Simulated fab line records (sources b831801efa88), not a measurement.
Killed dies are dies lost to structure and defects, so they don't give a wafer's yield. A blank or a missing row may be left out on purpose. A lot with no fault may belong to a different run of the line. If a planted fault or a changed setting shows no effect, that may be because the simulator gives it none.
Which tool is to blame? / flow gf180mcu / 14 lots, 42 wafers sampled, at 4 steps of a route of 602

## WHAT EACH GAUGE READ, for each wafer
GF_V1_CD_MEAS_14: the cd target is 260 nm. Usual: cd-nm at 259.9 nm, with a standard deviation of 1.2.
lot=L384; measured=day 17 23:38; on=cd-sem-02; cd-nm (nm)=260.4 261.1 261.9; flag=
lot=L385; measured=day 18 10:39; on=cd-sem-01; cd-nm (nm)=256.6 258.0 258.9; flag=
lot=L389; measured=day 20 01:28; on=cd-sem-02; cd-nm (nm)=262.0 262.4 262.8; flag=
lot=L391; measured=day 20 20:52; on=cd-sem-02; cd-nm (nm)=260.6 260.3 260.1; flag=
lot=L392; measured=day 21 06:47; on=cd-sem-01; cd-nm (nm)=260.6 261.4 262.0; flag=
lot=L394; measured=day 22 00:17; on=cd-sem-01; cd-nm (nm)=259.8 260.7 261.8; flag=
lot=L395; measured=day 22 12:05; on=cd-sem-01; cd-nm (nm)=260.8 259.7 259.1; flag=
lot=L396; measured=day 22 15:50; on=cd-sem-02; cd-nm (nm)=259.5 259.9 260.1; flag=
lot=L397; measured=day 22 22:31; on=cd-sem-02; cd-nm (nm)=259.7 260.4 261.1; flag=
lot=L400; measured=day 24 01:01; on=cd-sem-02; cd-nm (nm)=260.9 260.3 259.3; flag=
lot=L401; measured=day 24 09:47; on=cd-sem-02; cd-nm (nm)=259.4 259.4 259.4; flag=
lot=L402; measured=day 24 21:28; on=cd-sem-02; cd-nm (nm)=259.8 258.0 258.7; flag=
lot=L406; measured=day 25 19:29; on=cd-sem-01; cd-nm (nm)=261.2 260.7 261.0; flag=
lot=L407; measured=day 26 03:17; on=cd-sem-01; cd-nm (nm)=260.5 259.9 260.2; flag=

GF_V1_OVL_MEAS_15. Usual: V1_OVL gives 1 nm (standard deviation 5.9).
lot=L384; measured=day 17 23:46; on=overlay-01; V1_OVL (nm)=-8 -1 0; flag=
lot=L385; measured=day 18 10:43; on=overlay-01; V1_OVL (nm)=-8 -8 -9; flag=
lot=L389; measured=day 20 01:35; on=overlay-01; V1_OVL (nm)=-3 -6 -5; flag=
lot=L391; measured=day 20 20:58; on=overlay-02; V1_OVL (nm)=16 5 12; flag=
lot=L392; measured=day 21 06:55; on=overlay-01; V1_OVL (nm)=-4 -10 -6; flag=
lot=L394; measured=day 22 00:24; on=overlay-02; V1_OVL (nm)=1 3 -2; flag=
lot=L395; measured=day 22 12:11; on=overlay-01; V1_OVL (nm)=12 7 5; flag=
lot=L396; measured=day 22 15:58; on=overlay-01; V1_OVL (nm)=11 8 17; flag=
lot=L397; measured=day 22 22:37; on=overlay-02; V1_OVL (nm)=0 0 -7; flag=
lot=L400; measured=day 24 01:08; on=overlay-02; V1_OVL (nm)=6 1 7; flag=
lot=L401; measured=day 24 09:53; on=overlay-01; V1_OVL (nm)=-6 -5 3; flag=
lot=L402; measured=day 24 21:35; on=overlay-02; V1_OVL (nm)=-5 -1 -6; flag=
lot=L406; measured=day 25 19:35; on=overlay-02; V1_OVL (nm)=-5 -4 -4; flag=
lot=L407; measured=day 26 03:24; on=overlay-01; V1_OVL (nm)=-3 -6 3; flag=

## TOOL THAT RAN EACH LOT (tool first, then ch and the chambers of the sampled wafers, then the start)
lot=L384; GF_VT_IMPLANT_STRIP_09=plasma-asher-03 ch 0,1, day 5 16:08; GF_HV_LDD_IMPLANT_35=implanter-04 ch 0, day 11 12:26
lot=L385; GF_VT_IMPLANT_STRIP_09=plasma-asher-02 ch 0,1, day 5 21:14; GF_HV_LDD_IMPLANT_35=implanter-04 ch 0, day 11 20:20
lot=L389; GF_VT_IMPLANT_STRIP_09=plasma-asher-02 ch 0,1, day 6 21:44; GF_HV_LDD_IMPLANT_35=implanter-04 ch 0, day 13 04:44
lot=L391; GF_VT_IMPLANT_STRIP_09=plasma-asher-03 ch 0,1, day 7 09:38; GF_HV_LDD_IMPLANT_35=implanter-03 ch 0, day 13 19:02
lot=L392; GF_VT_IMPLANT_STRIP_09=plasma-asher-01 ch 0,1, day 7 16:32; GF_HV_LDD_IMPLANT_35=implanter-03 ch 0, day 14 04:23
lot=L394; GF_VT_IMPLANT_STRIP_09=plasma-asher-01 ch 0,1, day 8 05:17; GF_HV_LDD_IMPLANT_35=implanter-02 ch 0, day 14 19:52
lot=L395; GF_VT_IMPLANT_STRIP_09=plasma-asher-03 ch 0,1, day 8 11:19; GF_HV_LDD_IMPLANT_35=implanter-04 ch 0, day 15 05:02
lot=L396; GF_VT_IMPLANT_STRIP_09=plasma-asher-02 ch 0,1, day 8 15:47; GF_HV_LDD_IMPLANT_35=implanter-03 ch 0, day 15 10:12
lot=L397; GF_VT_IMPLANT_STRIP_09=plasma-asher-01 ch 0,1, day 8 22:11; GF_HV_LDD_IMPLANT_35=implanter-02 ch 0, day 15 16:17
lot=L400; GF_VT_IMPLANT_STRIP_09=plasma-asher-01 ch 0,1, day 9 19:59; GF_HV_LDD_IMPLANT_35=implanter-04 ch 0, day 16 20:37
lot=L401; GF_VT_IMPLANT_STRIP_09=plasma-asher-02 ch 0,1, day 10 00:58; GF_HV_LDD_IMPLANT_35=implanter-03 ch 0, day 17 03:03
lot=L402; GF_VT_IMPLANT_STRIP_09=plasma-asher-02 ch 0,1, day 10 08:50; GF_HV_LDD_IMPLANT_35=implanter-04 ch 0, day 17 16:32
lot=L406; GF_VT_IMPLANT_STRIP_09=plasma-asher-02 ch 0,1, day 11 06:31; GF_HV_LDD_IMPLANT_35=implanter-02 ch 0, day 18 16:05
lot=L407; GF_VT_IMPLANT_STRIP_09=plasma-asher-01 ch 0,1, day 11 12:32; GF_HV_LDD_IMPLANT_35=implanter-03 ch 0, day 19 01:36
- GF_VT_IMPLANT_STRIP_09: strips in O2/N2.
- GF_HV_LDD_IMPLANT_35

## WHAT THE TOOLS THEMSELVES READ (means of the sampled wafers that have a number; where no wafer has one, the mark that the record gives instead)
GF_VT_IMPLANT_STRIP_09. Usual: drypump-motor-current-A 6.0 A, standard deviation 0.41; heater-power-w 338 W, standard deviation 26; oes-product-au 0.716 a.u., standard deviation 0.0045; strip-time-to-endpoint-s 12.62 s, standard deviation 0.044.
lot=L384; tool=plasma-asher-03; drypump-motor-current-A (A)=5.7; heater-power-w (W)=319; oes-product-au (a.u.)=0.715; strip-time-to-endpoint-s (s)=12.63; flag=
lot=L385; tool=plasma-asher-02; drypump-motor-current-A (A)=6.0; heater-power-w (W)=354; oes-product-au (a.u.)=0.718; strip-time-to-endpoint-s (s)=12.56; flag=
lot=L389; tool=plasma-asher-02; drypump-motor-current-A (A)=6.0; heater-power-w (W)=365; oes-product-au (a.u.)=0.713; strip-time-to-endpoint-s (s)=12.70; flag=
lot=L391; tool=plasma-asher-03; drypump-motor-current-A (A)=5.7; heater-power-w (W)=313; oes-product-au (a.u.)=0.717; strip-time-to-endpoint-s (s)=12.66; flag=
lot=L392; tool=plasma-asher-01; drypump-motor-current-A (A)=6.3; heater-power-w (W)=325; oes-product-au (a.u.)=0.717; strip-time-to-endpoint-s (s)=12.62; flag=
lot=L394; tool=plasma-asher-01; drypump-motor-current-A (A)=6.3; heater-power-w (W)=327; oes-product-au (a.u.)=0.720; strip-time-to-endpoint-s (s)=12.62; flag=
lot=L395; tool=plasma-asher-03; drypump-motor-current-A (A)=5.7; heater-power-w (W)=317; oes-product-au (a.u.)=0.717; strip-time-to-endpoint-s (s)=12.62; flag=
lot=L396; tool=plasma-asher-02; drypump-motor-current-A (A)=6.0; heater-power-w (W)=349; oes-product-au (a.u.)=0.717; strip-time-to-endpoint-s (s)=12.64; flag=
lot=L397; tool=plasma-asher-01; drypump-motor-current-A (A)=6.1; heater-power-w (W)=344; oes-product-au (a.u.)=0.712; strip-time-to-endpoint-s (s)=12.63; flag=
lot=L400; tool=plasma-asher-01; drypump-motor-current-A (A)=6.3; heater-power-w (W)=332; oes-product-au (a.u.)=0.712; strip-time-to-endpoint-s (s)=12.64; flag=
lot=L401; tool=plasma-asher-02; drypump-motor-current-A (A)=6.0; heater-power-w (W)=352; oes-product-au (a.u.)=0.718; strip-time-to-endpoint-s (s)=12.66; flag=
lot=L402; tool=plasma-asher-02; drypump-motor-current-A (A)=6.0; heater-power-w (W)=364; oes-product-au (a.u.)=0.714; strip-time-to-endpoint-s (s)=12.58; flag=
lot=L406; tool=plasma-asher-02; drypump-motor-current-A (A)=6.0; heater-power-w (W)=367; oes-product-au (a.u.)=0.712; strip-time-to-endpoint-s (s)=12.63; flag=
lot=L407; tool=plasma-asher-01; drypump-motor-current-A (A)=6.0; heater-power-w (W)=341; oes-product-au (a.u.)=0.717; strip-time-to-endpoint-s (s)=12.71; flag=

GF_HV_LDD_IMPLANT_35. Usual: dose-ions-cm2 7.5e+12, standard deviation 7.6e+09; end-station-pressure-torr 5.05e-06 Torr, standard deviation 2.8e-07.
lot=L384; tool=implanter-04; dose-ions-cm2=7.5e+12; end-station-pressure-torr (Torr)=5.20e-06; flag=
lot=L385; tool=implanter-04; dose-ions-cm2=7.5e+12; end-station-pressure-torr (Torr)=5.04e-06; flag=
lot=L389; tool=implanter-04; dose-ions-cm2=7.5e+12; end-station-pressure-torr (Torr)=4.78e-06; flag=
lot=L391; tool=implanter-03; dose-ions-cm2=7.5e+12; end-station-pressure-torr (Torr)=5.38e-06; flag=
lot=L392; tool=implanter-03; dose-ions-cm2=7.5e+12; end-station-pressure-torr (Torr)=4.85e-06; flag=
lot=L394; tool=implanter-02; dose-ions-cm2=7.5e+12; end-station-pressure-torr (Torr)=5.08e-06; flag=
lot=L395; tool=implanter-04; dose-ions-cm2=7.5e+12; end-station-pressure-torr (Torr)=5.18e-06; flag=
lot=L396; tool=implanter-03; dose-ions-cm2=7.5e+12; end-station-pressure-torr (Torr)=4.89e-06; flag=
lot=L397; tool=implanter-02; dose-ions-cm2=7.5e+12; end-station-pressure-torr (Torr)=5.03e-06; flag=
lot=L400; tool=implanter-04; dose-ions-cm2=7.9e+12; end-station-pressure-torr (Torr)=5.05e-06; flag=OFF
lot=L401; tool=implanter-03; dose-ions-cm2=7.5e+12; end-station-pressure-torr (Torr)=5.13e-06; flag=
lot=L402; tool=implanter-04; dose-ions-cm2=7.9e+12; end-station-pressure-torr (Torr)=5.15e-06; flag=OFF
lot=L406; tool=implanter-02; dose-ions-cm2=7.5e+12; end-station-pressure-torr (Torr)=5.34e-06; flag=
lot=L407; tool=implanter-03; dose-ions-cm2=7.5e+12; end-station-pressure-torr (Torr)=4.79e-06; flag=

## THE ANSWER, worked out from the rows above alone
Rule: take the mean of a lot's wafers that have a number; if it is more than 3 standard deviations from the usual mean, the lot is off. A lot without any number at a reading at which 4 lots or more have one is off too. All remaining lots with rows at the step are treated as sound. First the gauges in route order, then the tools' own readings, where a lot's mean is used as printed above. The first step at which some lot is off is used, and at that step the reading that is off furthest; a lot without a number counts as furthest.
Off, at GF_HV_LDD_IMPLANT_35 on dose-ions-cm2: L400, L402.
If a tool, at that step or one of the process steps before it, ran each lot that is off and ran no sound lot following the first of them, it fits. One fits: implanter-04 at GF_HV_LDD_IMPLANT_35. Its last sound lot is L395 (day 15 05:02), its first lot that is off L400 (day 16 20:37): a fault that began between those two fits.
The tool's own readings at GF_HV_LDD_IMPLANT_35 bear it out: on the lots that are off they differ by more than 5 times the standard deviation of the sound lots' means. dose-ions-cm2 reads 7.9e+12 there against 7.5e+12 on the sound lots.

## WHAT THE SIMULATOR PUT IN
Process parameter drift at GF_HV_LDD_IMPLANT_35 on implanter-04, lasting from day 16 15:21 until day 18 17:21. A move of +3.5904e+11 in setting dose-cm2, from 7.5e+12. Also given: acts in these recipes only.
Lots struck among those shown: L400, L402. The rule above reached the same finding.
